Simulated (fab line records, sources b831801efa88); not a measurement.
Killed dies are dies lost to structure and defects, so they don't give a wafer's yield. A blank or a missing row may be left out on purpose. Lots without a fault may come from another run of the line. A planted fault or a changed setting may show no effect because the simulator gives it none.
fab line records | flow gf180mcu | part 1 of 2: steps 1 to 42 of 43
record lots=6 wafers=18 last_day=34
route steps=602 shown V4@490 MIM@503 M5@526 PASSIVATION@602
lots that met no fault: from a run of the same line without faults
start_h: hours from the record's first day to the start of the lot's first wafer shown | wait_h: hours since the lot's step before | " the same as in the row above | L1.1+2: a row that stands for several wafers | - no value, or no start given | * or withheld: withheld | < > ~ a bound
route shown NAME@n: a module of which the file shows steps, and the number in the route of the first | usual: mean/standard deviation of fault-free wafers | same: alike in all rows | chamber/n: place in a boat | sites: the reading at each site | _std_site: their standard deviation | _edge_site: outer sites' mean less inner sites' | radius_mm: how far each site lies from the wafer's centre | mask NAME#n: copy n | behind: the tool/chamber that last shaped the wafer | hold: why the lot was held/for how many hours/how that ended | device: the transistor (n, p or np) that didn't switch | end of line: the same wafers' tests at the end of the route | a step without rows: its recipe alone | killed: dies lost to structure and defects at the first sort, not the wafer's yield | map: a wafer's dies, x killed, . not, _ none there
set.NAME: the setting as run; set.NAME@STEP: as run at that earlier step | model.NAME: the simulator's own value behind a step, which no gauge read
lots at some steps of the route; a table a step, a row a wafer
services: from which hour (start_h, from the record's first day; less than 0 if before it) a tool's chamber was out of use, for how many hours, and why
## steps
# step GF_V4_CD_MEAS_14
# recipe target_cd_nm=260
# usual cd_nm=260.3/1.2
# columns lot.wafer tool chamber start_h wait_h cd_nm
L355.4 cd_sem-01 - 561.69 0.1 260.4
L355.5 " - " " 261.5
L355.6 " - " " 260.6
L358.2 cd_sem-01 - 589.02 0.1 260.0
L358.4 " - " " 259.0
L358.5 " - " " 259.0
L359.2 cd_sem-01 - 591.80 0.1 259.2
L359.5 " - " " 259.9
L359.6 " - " " 259.2
L366.3 cd_sem-02 - 650.19 0.1 259.5
L366.5 " - " " 260.5
L366.6 " - " " 259.4
L373.1 cd_sem-02 - 695.32 0.1 261.5
L373.4 " - " " 260.7
L373.6 " - " " 260.6
L375.3 cd_sem-02 - 712.27 0.1 262.0
L375.5 " - " " 262.2
L375.6 " - " " 262.3
# step GF_V4_OVL_MEAS_15
# usual V4_OVL=-1/5.2
# columns lot.wafer tool chamber start_h wait_h V4_OVL[nm]
L355.4 overlay-02 - 561.77 0.1 5
L355.5 " - " " -6
L355.6 " - " " -4
L358.2 overlay-01 - 589.13 0.1 1
L358.4 " - " " 2
L358.5 " - " " -5
L359.2 overlay-02 - 591.91 0.1 0
L359.5 " - " " -1
L359.6 " - " " -2
L366.3 overlay-02 - 650.30 0.1 3
L366.5 " - " " 1
L366.6 " - " " 0
L373.1 overlay-02 - 695.44 0.1 3
L373.4 " - " " 8
L373.6 " - " " 10
L375.3 overlay-02 - 712.36 0.1 0
L375.5 " - " " -1
L375.6 " - " " -3
# step GF_V4_ETCH_16
# recipe chemistry=N2/H2 target_depth_a=withheld overetch_a=withheld time_s=withheld target=BARC ion_energy_ev=200 source_w=500 bias_w=100 pressure_mtorr=30 n2_flow_sccm=100 h2_flow_sccm=200
# step GF_V4_ETCH_17
# recipe chemistry=C4F8/O2/Ar mask_material=KrF target=SiO2 stop_on=TiN source_w=1500 bias_w=1200 pressure_mtorr=40 c4f8_flow_sccm=withheld O2_flow_sccm=6 Ar_flow_sccm=300 time_s=withheld target_depth_a=6300
# step GF_V4_STRIP_18
# recipe chemistry=O2/N2 power_w=1400 pressure_mtorr=1500 platen_temp_c=250 o2_flow_sccm=3000 n2_flow_sccm=300 overash_fraction=0.5
# step GF_V4_STRIP_19
# recipe chemistry=post_etch_residue_remover time_s=1200 temp_c=72.5
# step GF_V4_CLEAN_20
# recipe chemistry=DIW dry=n2_spin
# step GF_V4_SPUTTER_21
# recipe material=Ti target_thk_nm=15 chamber_pressure_pa=5 power_w=2500 substrate_temp_c=200 time_s=80.02
# step GF_V4_SPUTTER_22
# recipe material=TiN target_thk_nm=10 chamber_pressure_pa=5 power_w=4000 time_s=40
# usual chamber_pressure_pa=4.999/0.0098 throttle_valve_pct=30.4/0.97
# columns lot.wafer tool chamber start_h wait_h chamber_pressure_pa throttle_valve_pct
L355.4 pvd_sputter-01 - 562.62 0.0 4.996 29.8
L355.5 " - " " 4.989 32.0
L355.6 " - " " 4.991 29.8
L358.2 pvd_sputter-02 - 589.88 0.0 5.006 30.3
L358.4 " - " " 4.983 30.6
L358.5 " - " " 5.006 30.9
L359.2 pvd_sputter-02 - 592.66 0.0 5.003 31.6
L359.5 " - " " 4.998 30.6
L359.6 " - " " 5.009 31.6
L366.3 pvd_sputter-02 - 651.05 0.0 5.003 31.7
L366.5 " - " " 4.999 30.3
L366.6 " - " " 5.004 31.7
L373.1 pvd_sputter-04 - 696.22 0.0 5.010 30.7
L373.4 " - " " 4.990 29.6
L373.6 " - " " 4.999 29.4
L375.3 pvd_sputter-04 - 713.14 0.0 4.983 30.8
L375.5 " - " " 5.004 29.6
L375.6 " - " " 4.983 31.0
# step GF_V4_CVD_23
# recipe material=W target_thk_nm=350 time_s=104.9 temp_c=400 pressure_torr=40
# step GF_V4_RS_MEAS_24
# recipe thk_meas_gauge=four-point-probe reads=W_of_V4_CVD_23+TiN_of_V4_SPUTTER_22+Ti_of_V4_SPUTTER_21
# usual V4_W_RS=0.326/0.005
# columns lot.wafer tool chamber start_h wait_h V4_W_RS[ohm/sq]
L355.4 film_metro-01 - 562.83 0.1 0.325
L355.5 " - " " 0.327
L355.6 " - " " 0.328
L358.2 film_metro-01 - 590.16 0.2 0.318
L358.4 " - " " 0.320
L358.5 " - " " 0.315
L359.2 film_metro-03 - 592.83 0.1 0.328
L359.5 " - " " 0.324
L359.6 " - " " 0.331
L366.3 film_metro-01 - 651.24 0.1 0.322
L366.5 " - " " 0.323
L366.6 " - " " 0.316
L373.1 film_metro-04 - 696.38 0.1 0.325
L373.4 " - " " 0.326
L373.6 " - " " 0.327
L375.3 film_metro-01 - 713.33 0.1 0.327
L375.5 " - " " 0.329
L375.6 " - " " 0.327
# step GF_V4_THK_MEAS_25
# recipe thk_meas_gauge=xrf reads=W_of_V4_CVD_23
# usual V4_W_THK=352/6
# columns lot.wafer tool chamber start_h wait_h V4_W_THK[nm]
L355.4 film_metro-01 - 562.92 0.1 354
L355.5 " - " " 353
L355.6 " - " " 349
L358.2 film_metro-01 - 590.27 0.1 363
L358.4 " - " " 359
L358.5 " - " " 365
L359.2 film_metro-03 - 592.94 0.1 353
L359.5 " - " " 355
L359.6 " - " " 348
L366.3 film_metro-01 - 651.34 0.1 357
L366.5 " - " " 358
L366.6 " - " " 368
L373.1 film_metro-04 - 696.50 0.1 354
L373.4 " - " " 352
L373.6 " - " " 353
L375.3 film_metro-01 - 713.43 0.1 348
L375.5 " - " " 348
L375.6 " - " " 347
# step GF_V4_CMP_26
# recipe stop_on=SiO2 down_force_psi=3.5 platen_rpm=60 t_overpolish_s=15 target_thk_nm=0 pad_velocity_m_s=0.94248
# usual head_pressure_psi=3.501/0.0074 motor_current_A=11.1/0.65 overpolish_run_s=14.999/0.0093 slurry_filter_dp_kPa=13.50/0.16 time_to_endpoint_s=86/3.4
# same t_overpolish_s=15
# columns lot.wafer tool chamber start_h wait_h head_pressure_psi motor_current_A overpolish_run_s slurry_filter_dp_kPa time_to_endpoint_s
L355.4 cmp-02 0 562.95 0.0 3.505 11.3 15.000 13.36 88
L355.6 " 0 " " 3.502 11.3 15.006 13.48 88
L355.5 " 1 " " 3.500 11.6 14.987 13.44 86
L358.2 cmp-01 2 590.42 0.1 3.496 10.5 14.999 13.62 88
L358.4 " 3 " " 3.508 10.6 14.995 13.65 86
L358.5 " 1 " " 3.501 10.6 15.002 13.17 94
L359.2 cmp-02 1 593.09 0.1 3.496 10.8 14.988 13.34 84
L359.5 " 3 " " 3.507 10.5 14.998 13.53 89
L359.6 " 0 " " 3.492 11.1 14.990 13.71 84
L366.3 cmp-02 2 651.53 0.2 3.486 11.6 14.994 13.40 89
L366.6 " 3 " " 3.497 10.6 14.998 13.66 88
L366.5 " 0 " " 3.507 11.5 15.020 13.90 86
L373.1 cmp-01 2 696.66 0.1 3.509 10.1 14.994 13.55 83
L373.4 " 3 " " 3.498 10.5 14.997 13.46 86
L373.6 " 0 " " 3.507 12.1 14.996 13.46 81
L375.3 cmp-01 1 713.62 0.2 3.498 11.4 15.001 13.53 89
L375.5 " 2 " " 3.496 10.1 15.001 13.59 83
L375.6 " 3 " " 3.495 10.3 15.002 13.74 84
# step GF_MIM_SPUTTER_00
# recipe material=Ti target_thk_nm=37.5 arriving_ion_energy_ev=80 substrate_temp_c=200 chamber_pressure_pa=2 power_w=4000 time_s=150
# step GF_MIM_SPUTTER_01
# recipe material=TiN target_thk_nm=30 power_w=6500 time_s=25 chamber_pressure_pa=0.4
# usual chamber_pressure_pa=0.4000/0.00091 throttle_valve_pct=30.9/0.89
# columns lot.wafer tool chamber start_h wait_h chamber_pressure_pa throttle_valve_pct
L355.4 pvd_sputter-03 - 563.35 0.1 0.4003 32.6
L355.5 " - " " 0.4013 31.1
L355.6 " - " " 0.4014 31.5
L358.2 pvd_sputter-04 - 590.72 0.1 0.3992 29.2
L358.4 " - " " 0.4005 30.5
L358.5 " - " " 0.4000 30.4
L359.2 pvd_sputter-02 - 593.39 0.1 0.4000 30.6
L359.5 " - " " 0.3980 30.9
L359.6 " - " " 0.4001 30.6
L366.3 pvd_sputter-04 - 651.78 0.1 0.4008 29.3
L366.5 " - " " 0.3987 30.8
L366.6 " - " " 0.3996 29.4
L373.1 pvd_sputter-03 - 696.96 0.1 0.3988 29.9
L373.4 " - " " 0.4006 32.4
L373.6 " - " " 0.3999 32.1
L375.3 pvd_sputter-03 - 713.87 0.1 0.3998 31.3
L375.5 " - " " 0.4001 30.0
L375.6 " - " " 0.4009 32.1
# step GF_MIM_SPUTTER_02
# recipe material=AlCu target_thk_nm=450 power_w=10600 time_s=23.9 chamber_pressure_pa=0.4
# step GF_MIM_SPUTTER_03
# recipe material=Ti target_thk_nm=10 substrate_temp_c=300 chamber_pressure_pa=0.3 power_w=3000 time_s=6.7
# usual chamber_pressure_pa=0.3002/0.00064 throttle_valve_pct=30.9/0.88
# columns lot.wafer tool chamber start_h wait_h chamber_pressure_pa throttle_valve_pct
L355.4 pvd_sputter-03 - 563.41 0.0 0.3012 32.3
L355.5 " - " " 0.3008 30.8
L355.6 " - " " 0.2999 31.6
L358.2 pvd_sputter-04 - 590.79 0.0 0.3013 29.4
L358.4 " - " " 0.3008 30.7
L358.5 " - " " 0.3005 30.8
L359.2 pvd_sputter-02 - 593.45 0.0 0.3011 30.6
L359.5 " - " " 0.3007 31.0
L359.6 " - " " 0.3011 30.4
L366.3 pvd_sputter-04 - 651.84 0.0 0.2997 29.6
L366.5 " - " " 0.3013 30.7
L366.6 " - " " 0.3005 29.7
L373.1 pvd_sputter-03 - 697.02 0.0 0.2993 30.1
L373.4 " - " " 0.2986 32.1
L373.6 " - " " 0.2985 32.4
L375.3 pvd_sputter-03 - 713.93 0.0 0.3006 31.7
L375.5 " - " " 0.2998 30.0
L375.6 " - " " 0.2993 32.4
# step GF_MIM_SPUTTER_04
# recipe material=TiN target_thk_nm=50 power_w=6500 time_s=41.7 chamber_pressure_pa=0.4
# step GF_MIM_CVD_05
# recipe material=Si3N4 target_thk_nm=42 temp_max_c=400 temp_c=385 time_s=29.086 rf_w=450
# step GF_MIM_THK_MEAS_06
# recipe reads=Si3N4_of_MIM_CVD_05
# usual MIM_CVD_05_THK=41.8/0.57
# columns lot.wafer tool chamber start_h wait_h MIM_CVD_05_THK[nm]
L355.4 film_metro-01 - 563.54 0.0 41.3
L355.5 " - " " 41.9
L355.6 " - " " 41.3
L358.2 film_metro-02 - 590.89 0.0 40.9
L358.4 " - " " 41.3
L358.5 " - " " 42.4
L359.2 film_metro-02 - 593.56 0.0 41.3
L359.5 " - " " 41.8
L359.6 " - " " 42.7
L366.3 film_metro-04 - 651.95 0.0 41.8
L366.5 " - " " 42.6
L366.6 " - " " 41.5
L373.1 film_metro-04 - 697.11 0.0 41.6
L373.4 " - " " 41.9
L373.6 " - " " 42.8
L375.3 film_metro-02 - 714.06 0.0 41.7
L375.5 " - " " 41.7
L375.6 " - " " 41.8
# step GF_MIM_SPUTTER_07
# recipe material=TiN target_thk_nm=60 power_w=6500 time_s=50 chamber_pressure_pa=0.4
# step GF_MIM_SPUTTER_08
# recipe material=AlCu target_thk_nm=200 power_w=10600 time_s=10.6 chamber_pressure_pa=0.4
# usual chamber_pressure_pa=0.3999/0.00077 throttle_valve_pct=30.4/0.81
# columns lot.wafer tool chamber start_h wait_h chamber_pressure_pa throttle_valve_pct
L355.4 pvd_sputter-04 - 563.61 0.0 0.4002 29.7
L355.5 " - " " 0.4005 29.2
L355.6 " - " " 0.4012 29.4
L358.2 pvd_sputter-04 - 590.98 0.0 0.3999 29.5
L358.4 " - " " 0.4001 30.4
L358.5 " - " " 0.3996 29.7
L359.2 pvd_sputter-04 - 593.65 0.0 0.4007 29.3
L359.5 " - " " 0.4005 29.5
L359.6 " - " " 0.3999 29.4
L366.3 pvd_sputter-03 - 652.04 0.0 0.4018 31.8
L366.5 " - " " 0.4006 31.7
L366.6 " - " " 0.3996 30.2
L373.1 pvd_sputter-02 - 697.21 0.0 0.4005 31.6
L373.4 " - " " 0.4011 30.5
L373.6 " - " " 0.3989 30.9
L375.3 pvd_sputter-02 - 714.14 0.0 0.4010 31.4
L375.5 " - " " 0.4001 30.9
L375.6 " - " " 0.3993 30.6
# step GF_MIM_SPUTTER_09
# recipe material=TiN target_thk_nm=35 power_w=6424 time_s=29.2 chamber_pressure_pa=0.4
# step GF_MIM_RS_MEAS_10
# recipe thk_meas_gauge=four-point-probe reads=TiN_of_MIM_SPUTTER_09+AlCu_of_MIM_SPUTTER_08+TiN_of_MIM_SPUTTER_07
# usual MIM_ALCU_RS=0.1610/0.0017
# columns lot.wafer tool chamber start_h wait_h MIM_ALCU_RS[ohm/sq]
L355.4 film_metro-02 - 563.81 0.2 0.1584
L355.5 " - " " 0.1624
L355.6 " - " " 0.1605
L358.2 film_metro-01 - 591.06 0.0 0.1629
L358.4 " - " " 0.1652
L358.5 " - " " 0.1637
L359.2 film_metro-01 - 593.73 0.0 0.1618
L359.5 " - " " 0.1641
L359.6 " - " " 0.1643
L366.3 film_metro-02 - 652.13 0.1 0.1621
L366.5 " - " " 0.1603
L366.6 " - " " 0.1615
L373.1 film_metro-01 - 697.27 0.0 0.1610
L373.4 " - " " 0.1584
L373.6 " - " " 0.1603
L375.3 film_metro-01 - 714.24 0.1 0.1630
L375.5 " - " " 0.1605
L375.6 " - " " 0.1630
# step GF_MIM_THK_MEAS_11
# recipe thk_meas_gauge=xrf reads=AlCu_of_MIM_SPUTTER_08
# usual MIM_ALCU_THK=198.0/2.2
# columns lot.wafer tool chamber start_h wait_h MIM_ALCU_THK[nm]
L355.4 film_metro-02 - 563.90 0.1 201.3
L355.5 " - " " 196.6
L355.6 " - " " 198.8
L358.2 film_metro-01 - 591.17 0.1 195.5
L358.4 " - " " 194.5
L358.5 " - " " 194.9
L359.2 film_metro-01 - 593.84 0.1 197.3
L359.5 " - " " 196.0
L359.6 " - " " 195.1
L366.3 film_metro-02 - 652.23 0.1 197.8
L366.5 " - " " 199.0
L366.6 " - " " 197.9
L373.1 film_metro-01 - 697.39 0.1 199.4
L373.4 " - " " 203.1
L373.6 " - " " 200.1
L375.3 film_metro-01 - 714.34 0.1 197.0
L375.5 " - " " 198.3
L375.6 " - " " 197.0
# step GF_MIM_DEHYDRATE_12
# recipe temp_c=200 time_s=60
# step GF_MIM_HMDS_13
# recipe prime_time_s=60 prime_temp_c=120
# step GF_MIM_COAT_14
# recipe resist=NOVOLAK spin_rpm=3000 resist_thk_nm=1000
# step GF_MIM_SOFTBAKE_15
# recipe temp_c=90 time_s=60 resist=NOVOLAK
# step GF_MIM_EXPOSE_16
# recipe mask_id=FuseTop target_cd_nm=2000 na=0.6 source_shape=conventional sigma_outer=0.6 dose_mj=140
# step GF_MIM_PEB_17
# recipe temp_c=withheld time_s=* resist=NOVOLAK
# step GF_MIM_DEVELOP_18
# recipe develop_time_s=60 dev_temp_c=23
# step GF_MIM_METAL_ETCH_19
# recipe chemistry=Cl2/BCl3 mask_material=NOVOLAK stop_on=Si3N4 target_depth_nm=324.5 pressure_mtorr=8 icp_w=800 bias_w=140 Cl2_flow_sccm=80 bcl3_flow_sccm=40 time_s=54.1
# usual drypump_motor_current_A=5.8/0.45 he_backside_leak_sccm=3.26/0.15 oes_product_au=0.937/0.0056 throttle_valve_pct=28.286/0.01
# columns lot.wafer tool chamber start_h wait_h drypump_motor_current_A he_backside_leak_sccm oes_product_au rf_hours_counter_h throttle_valve_pct
L355.4 rie_metal-02 1 585.31 0.1 5.0 3.07 0.942 - 28.291
L355.5 " 0 " " 5.9 3.36 0.938 - 28.261
L355.6 " 1 " " 5.0 3.26 0.937 - 28.273
L358.2 rie_metal-01 1 611.05 0.1 5.9 3.02 0.937 13 28.289
L358.4 " 1 " " 5.9 3.00 0.923 - 28.288
L358.5 " 0 " " 5.5 3.51 0.929 - 28.279
L359.2 rie_metal-02 0 614.07 0.1 5.9 3.37 0.937 1 28.276
L359.5 " 1 " " 5.0 3.35 0.936 - 28.302
L359.6 " 0 " " 5.9 3.39 0.938 - 28.286
L366.3 rie_metal-02 0 671.44 0.1 5.9 3.21 0.936 - 28.282
L366.5 " 0 " " 5.9 3.16 0.934 - 28.293
L366.6 " 1 " " 5.1 3.40 0.937 - 28.294
L373.1 rie_metal-01 0 715.90 0.1 5.4 3.48 0.932 5 28.282
L373.4 " 0 " " 5.5 3.48 0.943 - 28.296
L373.6 " 0 " " 5.4 3.56 0.945 - 28.283
L375.3 rie_metal-01 0 731.69 0.1 5.4 3.40 0.929 - 28.287
L375.5 " 0 " " 5.4 3.46 0.944 - 28.293
L375.6 " 1 " " 5.9 2.99 0.928 - 28.298
# step GF_MIM_STRIP_20
# recipe chemistry=O2/N2 power_w=1400 pressure_mtorr=1500 platen_temp_c=250 o2_flow_sccm=3000 n2_flow_sccm=300 overash_fraction=0.5
# step GF_MIM_STRIP_21
# recipe chemistry=post_etch_residue_remover time_s=1200 temp_c=72.5
# step GF_MIM_CLEAN_22
# recipe chemistry=DIW dry=n2_spin
# step GF_M5_DEHYDRATE_00
# recipe temp_c=200 time_s=60
# step GF_M5_HMDS_01
# recipe prime_time_s=60 prime_temp_c=120
# step GF_M5_COAT_02
# recipe resist=KrF spin_rpm=withheld resist_thk_nm=1000
# step GF_M5_SOFTBAKE_03
# recipe temp_c=130 time_s=60 resist=KrF
# step GF_M5_EXPOSE_04
# recipe mask_id=Metal5 target_cd_nm=280 na=0.68 source_shape=conventional sigma_outer=0.6 dose_mj=28.28
# step GF_M5_PEB_05
# recipe peb_temp_c=135 peb_time_s=90 resist=KrF
